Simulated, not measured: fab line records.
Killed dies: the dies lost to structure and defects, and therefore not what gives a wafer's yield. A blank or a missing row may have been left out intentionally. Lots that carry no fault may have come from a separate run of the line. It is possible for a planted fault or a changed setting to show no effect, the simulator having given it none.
Matching of chambers ; flow sfqLine ; SFQ_TRILAYER_I0_CMP_CMP_028 on cmp-02 has 4 sister chambers
The step polishes SiO2. 4 wafers are shown with their chamber, then 8 later ones without.

WAFERS, EACH WITH ITS CHAMBER
wafer;chamber;motorCurrentA (A)
L783.1;2;9.8
L790.3;3;9.3
L790.5;1;9.5
L796.1;0;10.6

WAFERS WITH NO CHAMBER GIVEN
wafer;motorCurrentA (A)
L796.4;9.6
L796.6;9.8
L797.2;9.5
L797.5;10.0
L797.6;9.7
L803.1;9.5
L803.2;9.6
L803.6;9.9

CHAMBER TAKEN BY EACH
wafer;from the rows above;in truth
L796.4;can't be placed: 1 or 2 or 3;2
L796.6;2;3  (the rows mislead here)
L797.2;can't be placed: 1 or 3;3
L797.5;2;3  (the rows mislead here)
L797.6;can't be placed: 2 or 1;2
L803.1;can't be placed: 1 or 3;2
L803.2;can't be placed: 1 or 2 or 3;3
L803.6;2;2
Correctly placed: 1 of 8. Can't be placed from these rows: 5 (the true chamber is among the candidates in 4). 2 placed wrongly.
How it was worked out, from the rows above alone: a wafer's distance from a chamber is the root of the sum, over the readings, of the square of ((its reading less the chamber's mean) divided by the reading's scatter). The wafer belongs to the nearest chamber; if the next one is less than 2 further off, it can't be placed. Each chamber's mean is taken over the wafers shown for it. The scatter (one wafer shown for each chamber): square how far every hidden wafer sits from the nearest shown wafer, average those squares and take the square root.
